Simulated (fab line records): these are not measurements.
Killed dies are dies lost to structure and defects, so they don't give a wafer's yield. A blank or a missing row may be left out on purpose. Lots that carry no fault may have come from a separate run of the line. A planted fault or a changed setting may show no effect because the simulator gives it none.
A struck lot beside a sound one ; flow sky130 ; 19 out of 708 route steps
Sound: wafers L109.2, L109.4, L109.5. Wafers L122.1, L122.2, L122.6 were the ones struck. At the end, the cause is stated.
At each step with rows: each side's tool, then ch and its chambers, then its first start. Under that, the readings that differ: sound wafers ; struck wafers ; difference of the means ; sigmas: that difference in standard deviations of wafers without a fault.
alike: a reading whose means differ by less than 2 such deviations, as well as words and numbers matching on both sides. not compared: withheld readings; readings where some wafer has no value; bounds like >300 that might hide an equal value; numbers whose values overlap and for which the record gives no deviation.
The two part at a step that has a row with sigmas, a row that says differs or no value, or rows on one side only. Numbers that have no deviation but don't overlap get no sigmas and don't part them. A reading missing from all wafers of one side parts the sides only when that side holds two or more wafers.

first, 6 steps without rows for these wafers: SKY_LDD_HVN_HMDS_01 (prime time 60 s); SKY_LDD_HVN_COAT_02 (resist thk 300 nm); SKY_LDD_HVN_SOFTBAKE_03 (time 60 s); SKY_LDD_HVN_EXPOSE_04 (exposes mask HVNTM, target cd 700 nm); SKY_LDD_HVN_PEB_05; SKY_LDD_HVN_DEVELOP_06 (develop time 60 s).
SKY_LDD_HVN_OVL_MEAS_07:
  struck on overlay-02, day 26 19:56; sound on overlay-01, day 21 05:01
reading;sound;struck;difference;sigmas
LDD_HVN_OVL (nm);0.2 0.2 -2.4;3.3 2.8 3.4;+3.8;+3
after that, 1 step had no rows for these wafers: SKY_LDD_HVN_IMPLANT_08.
SKY_LDD_HVN_STRIP_09: strips in O2/N2.
  sound on plasmaAsher-03 ch 0,1, day 21 05:12; struck on plasmaAsher-03 ch 0,1, day 26 20:08
  alike: drypumpMotorCurrentA, o2FlowSccm, oesProductAu, stripTimeToEndpointS
  not compared: rfHoursCounterH
SKY_LDD_HVN_TW_MEAS_10:
  struck on filmMetro-02, day 26 20:14; sound on filmMetro-03, day 21 05:19
  alike: LDD_HVN_TW
then, 2 steps without rows for these wafers: SKY_LDD_HVP_DEHYDRATE_00 (time 60 s); SKY_LDD_HVP_HMDS_01 (prime time 60 s).
SKY_LDD_HVP_COAT_02: resist thk 300 nm.
  sound on lithoTrack-03 ch 0, day 21 20:14; struck on lithoTrack-03, day 27 10:25
  no value came back on the struck wafers for chillPlateTempC (C), dispensePressureKPa (kPa); on the sound wafers chillPlateTempC (C) reads 23.00 22.96 22.88
then, 4 steps without rows for these wafers: SKY_LDD_HVP_SOFTBAKE_03 (time 60 s); SKY_LDD_HVP_EXPOSE_04 (exposes mask HVPTM, target cd 700 nm); SKY_LDD_HVP_PEB_05; SKY_LDD_HVP_DEVELOP_06 (develop time 60 s).
SKY_LDD_HVP_OVL_MEAS_07:
  struck on overlay-02, day 28 00:25; sound on overlay-02, day 22 11:46
reading;sound;struck;difference;sigmas
LDD_HVP_OVL (nm);0.8 2.1 1.2;- - -;no value on the struck wafers;
after that, 1 step had no rows for these wafers: SKY_LDD_HVP_IMPLANT_08.

== WHERE THEY PART ==
Last at SKY_LDD_HVP_OVL_MEAS_07 as far as this record goes, first at SKY_LDD_HVN_OVL_MEAS_07.

WHY: the cause the simulator had injected
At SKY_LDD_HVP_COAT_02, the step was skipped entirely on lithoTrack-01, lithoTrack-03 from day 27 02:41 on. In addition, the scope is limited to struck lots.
